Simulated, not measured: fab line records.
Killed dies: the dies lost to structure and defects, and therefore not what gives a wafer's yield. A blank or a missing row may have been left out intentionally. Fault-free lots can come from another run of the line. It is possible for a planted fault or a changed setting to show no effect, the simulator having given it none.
Which tool did it? + flow gf180mcu + 11 lots with 33 wafers sampled at 6 steps, on a route of 602 steps

== WHAT THE GAUGES SHOWED, per wafer ==
GF_DUAL_GATE_OVL_MEAS_11.
| lot  | measured     | on         | DUAL_GATE_OVL (nm) |
|------|--------------|------------|--------------------|
| L462 | day 8 07:43  | overlay-01 | 3.1 2.3 2.5        |
| L464 | day 8 19:52  | overlay-02 | 1.0 1.9 1.6        |
| L467 | day 9 16:21  | overlay-02 | 2.0 2.1 -0.1       |
| L468 | day 10 06:26 | overlay-01 | 1.9 -1.0 2.2       |
| L470 | day 10 21:32 | overlay-01 | 0.6 0.5 -0.4       |
| L472 | day 11 14:41 | overlay-02 | 0.3 -0.1 0.1       |
| L475 | day 12 02:52 | overlay-02 | -0.9 -0.5 -1.9     |
| L477 | day 13 00:56 | overlay-02 | 1.4 1.2 1.2        |
| L480 | day 13 14:11 | overlay-02 | 4.1 2.2 1.4        |
| L484 | day 14 20:08 | overlay-02 | 1.1 2.9 3.4        |
| L485 | day 14 21:23 | overlay-01 | 1.5 0.9 1.0        |

GF_PSD_RS_MEAS_15: the measuring method here is four-point-probe.
| lot  | measured     | on           | PSD_RS (ohm/sq)   |
|------|--------------|--------------|-------------------|
| L462 | day 14 11:21 | filmMetro-02 | 108.5 108.4 108.4 |
| L464 | day 14 19:25 | filmMetro-01 | 108.4 108.6 108.8 |
| L467 | day 15 21:25 | filmMetro-02 | 108.1 108.3 108.0 |
| L468 | day 16 14:18 | filmMetro-04 | 108.8 108.9 108.4 |
| L470 | day 17 06:56 | filmMetro-01 | 108.9 108.6 108.6 |
| L472 | day 18 05:33 | filmMetro-01 | 108.2 108.6 108.5 |
| L475 | day 18 19:15 | filmMetro-04 | 112.9 113.2 113.0 |
| L477 | day 20 00:08 | filmMetro-02 | 112.3 112.4 112.6 |
| L480 | day 20 15:44 | filmMetro-04 | 108.9 108.7 108.5 |
| L484 | day 22 03:14 | filmMetro-02 | 108.3 108.1 108.4 |
| L485 | day 22 04:17 | filmMetro-02 | 108.7 108.5 108.9 |

== WHICH TOOL RAN EACH LOT (tool, then ch and the chambers of the sampled wafers, then the start) ==
| lot  | GF_DUAL_GATE_STRIP_13               | GF_POLY_GATE_ETCH_12              | GF_PSD_IMPLANT_09               | GF_PSD_STRIP_10                     |
|------|-------------------------------------|-----------------------------------|---------------------------------|-------------------------------------|
| L462 | plasmaAsher-01 ch 0,1, day 8 07:50  | rieDiel-02 ch 0,1, day 9 08:44    | implanter-02 ch 0, day 14 10:47 | plasmaAsher-02 ch 0,1, day 14 10:56 |
| L464 | plasmaAsher-01 ch 0,1, day 8 19:59  | rieDiel-04 ch 0,1,2, day 9 16:40  | implanter-02 ch 0, day 14 18:46 | plasmaAsher-03 ch 0,1, day 14 18:55 |
| L467 | plasmaAsher-01 ch 0,1, day 9 16:29  | rieDiel-04 ch 0,1,3, day 10 13:54 | implanter-01 ch 0, day 15 20:52 | plasmaAsher-02 ch 0,1, day 15 20:58 |
| L468 | plasmaAsher-01 ch 0,1, day 10 06:34 | rieDiel-02 ch 0,1,2, day 11 04:14 | implanter-01 ch 0, day 16 13:40 | plasmaAsher-02 ch 0,1, day 16 13:46 |
| L470 | plasmaAsher-02 ch 0,1, day 10 21:40 | rieDiel-02 ch 2,3, day 11 20:47   | implanter-01 ch 0, day 17 06:23 | plasmaAsher-02 ch 0,1, day 17 06:31 |
| L472 | plasmaAsher-01 ch 0,1, day 11 14:49 | rieDiel-02 ch 0,1, day 12 14:04   | implanter-03 ch 0, day 18 04:59 | plasmaAsher-01 ch 0,1, day 18 05:08 |
| L475 | plasmaAsher-01 ch 1, day 12 02:59   | rieDiel-02 ch 1,2, day 13 01:19   | implanter-03 ch 0, day 18 18:41 | plasmaAsher-01 ch 0,1, day 18 18:49 |
| L477 | plasmaAsher-03 ch 0,1, day 13 01:02 | rieDiel-04 ch 0,2, day 13 23:55   | implanter-03 ch 0, day 19 23:32 | plasmaAsher-03 ch 0,1, day 19 23:40 |
| L480 | plasmaAsher-01 ch 0,1, day 13 14:19 | rieDiel-04 ch 2,3, day 14 14:49   | implanter-01 ch 0, day 20 15:11 | plasmaAsher-02 ch 0,1, day 20 15:19 |
| L484 | plasmaAsher-03 ch 0,1, day 14 20:23 | rieDiel-04 ch 0,1, day 15 22:53   | implanter-01 ch 0, day 22 02:41 | plasmaAsher-01 ch 0,1, day 22 02:49 |
| L485 | plasmaAsher-03 ch 0,1, day 14 21:35 | rieDiel-01 ch 1,2,3, day 15 23:53 | implanter-03 ch 0, day 22 03:38 | plasmaAsher-03 ch 0,1, day 22 03:47 |
- GF_DUAL_GATE_STRIP_13: strips in O2/N2.
- GF_POLY_GATE_ETCH_12: etches BARC in N2/H2.
- GF_PSD_IMPLANT_09
- GF_PSD_STRIP_10: strips in O2/N2.

== AS READ BY THE TOOLS THEMSELVES (means over the sampled wafers that have a number; for cases with no such wafer, the mark the record gives instead) ==
GF_DUAL_GATE_STRIP_13.
| lot  | tool           | drypumpMotorCurrentA (A) | heaterPowerW (W) | n2FlowSccm (sccm) | oesProductAu (a.u.) | stripTimeToEndpointS (s) |
|------|----------------|--------------------------|------------------|-------------------|---------------------|--------------------------|
| L462 | plasmaAsher-01 | 6.14                     | 327              | 299.0             | 0.715               | 12.66                    |
| L464 | plasmaAsher-01 | 6.19                     | 325              | 300.1             | 0.717               | 12.68                    |
| L467 | plasmaAsher-01 | 6.19                     | 327              | 299.3             | 0.716               | 12.67                    |
| L468 | plasmaAsher-01 | 6.18                     | 330              | 299.9             | 0.711               | 12.66                    |
| L470 | plasmaAsher-02 | 6.07                     | 342              | 299.4             | 0.715               | 12.61                    |
| L472 | plasmaAsher-01 | 6.16                     | 319              | 299.5             | 0.720               | 12.60                    |
| L475 | plasmaAsher-01 | 6.39                     | 316              | 300.0             | 0.716               | 12.63                    |
| L477 | plasmaAsher-03 | 6.07                     | 333              | 300.6             | 0.720               | 12.63                    |
| L480 | plasmaAsher-01 | 6.19                     | 324              | 300.8             | 0.717               | 12.63                    |
| L484 | plasmaAsher-03 | 6.06                     | 329              | 299.5             | 0.717               | 12.72                    |
| L485 | plasmaAsher-03 | 5.90                     | 350              | 300.7             | 0.717               | 12.64                    |

GF_POLY_GATE_ETCH_12.
| lot  | tool       | drypumpMotorCurrentA (A) | n2FlowSccm (sccm) | oesProductAu (a.u.) | throttleValvePct (%) |
|------|------------|--------------------------|-------------------|---------------------|----------------------|
| L462 | rieDiel-02 | 5.2                      | 99.75             | 0.738               | 13.209               |
| L464 | rieDiel-04 | 5.5                      | 99.92             | 0.730               | 13.209               |
| L467 | rieDiel-04 | 5.5                      | 99.80             | 0.738               | 13.208               |
| L468 | rieDiel-02 | 5.5                      | 100.23            | 0.733               | 13.213               |
| L470 | rieDiel-02 | 5.9                      | 99.91             | 0.735               | 13.211               |
| L472 | rieDiel-02 | 5.2                      | 100.10            | 0.733               | 13.217               |
| L475 | rieDiel-02 | 5.4                      | 100.21            | 0.739               | 13.220               |
| L477 | rieDiel-04 | 5.6                      | 100.10            | 0.737               | 13.211               |
| L480 | rieDiel-04 | 5.8                      | 100.24            | 0.731               | 13.211               |
| L484 | rieDiel-04 | 5.3                      | 99.91             | 0.734               | 13.220               |
| L485 | rieDiel-01 | 5.6                      | 100.09            | 0.735               | 13.215               |

GF_PSD_IMPLANT_09.
| lot  | tool         | beamEnergyKeV | beamOnS (s) |
|------|--------------|---------------|-------------|
| L462 | implanter-02 | 39.992        | 10.18       |
| L464 | implanter-02 | 39.995        | 10.01       |
| L467 | implanter-01 | 39.995        | 10.11       |
| L468 | implanter-01 | 40.008        | 10.02       |
| L470 | implanter-01 | 40.008        | 10.08       |
| L472 | implanter-03 | 40.005        | 10.01       |
| L475 | implanter-03 | 37.291        | 9.90        |
| L477 | implanter-03 | 37.252        | 9.86        |
| L480 | implanter-01 | 39.994        | 10.08       |
| L484 | implanter-01 | 39.997        | 10.10       |
| L485 | implanter-03 | 39.992        | 10.15       |

GF_PSD_STRIP_10.
| lot  | tool           | drypumpMotorCurrentA (A) | heaterPowerW (W) | n2FlowSccm (sccm) | oesProductAu (a.u.) | stripTimeToEndpointS (s) |
|------|----------------|--------------------------|------------------|-------------------|---------------------|--------------------------|
| L462 | plasmaAsher-02 | 6.06                     | 334              | 299.4             | 0.591               | 16.51                    |
| L464 | plasmaAsher-03 | 5.89                     | 350              | 299.7             | 0.593               | 16.56                    |
| L467 | plasmaAsher-02 | 6.07                     | 338              | 299.6             | 0.593               | 16.47                    |
| L468 | plasmaAsher-02 | 6.09                     | 334              | 300.5             | 0.596               | 16.62                    |
| L470 | plasmaAsher-02 | 6.12                     | 342              | 299.1             | 0.593               | 16.48                    |
| L472 | plasmaAsher-01 | 6.21                     | 325              | 300.0             | 0.593               | 16.56                    |
| L475 | plasmaAsher-01 | 6.21                     | 322              | 299.7             | 0.595               | 16.33                    |
| L477 | plasmaAsher-03 | 6.07                     | 330              | 300.0             | 0.597               | 16.27                    |
| L480 | plasmaAsher-02 | 6.13                     | 337              | 300.1             | 0.590               | 16.56                    |
| L484 | plasmaAsher-01 | 6.18                     | 318              | 299.8             | 0.592               | 16.63                    |
| L485 | plasmaAsher-03 | 5.88                     | 348              | 300.4             | 0.589               | 16.58                    |

== THE ANSWER, worked out from the rows above alone ==
Rule: usual is defined by the lots themselves. The widest of any qualifying gaps counts: lots, ordered by their means at a reading, are off when they make up no more than a third of the lots, leave a main group of 4 or more, and stand apart from it by 3 or more times the standard deviation of that group's means. If all means in a main group match to the digits the tables above print for the reading, that group is not used. A lot without any number at a reading at which 4 lots or more have one is off too. The other lots that the step has rows for count as sound. The gauges are gone through in route order, then the tools' own readings, and for those a lot's mean is taken as printed above. The first step at which some lot is off is used, and at that step the reading that is off furthest; a lot without a number counts as furthest.
Off: L475, L477, seen at GF_PSD_RS_MEAS_15 (PSD_RS). For the main group the mean is 108.5 ohm/sq and the standard deviation 0.2.
A tool fits if, at a process step before that reading, it ran every lot that is off, and no sound lot after the first of them. Not tried: the gauges at GF_PSD_RS_MEAS_15; whatever is off there is also off at GF_PSD_IMPLANT_09, on other tools, and gauge error can't account for it. None of those tried fits.

== WHAT THE SIMULATOR PUT IN ==
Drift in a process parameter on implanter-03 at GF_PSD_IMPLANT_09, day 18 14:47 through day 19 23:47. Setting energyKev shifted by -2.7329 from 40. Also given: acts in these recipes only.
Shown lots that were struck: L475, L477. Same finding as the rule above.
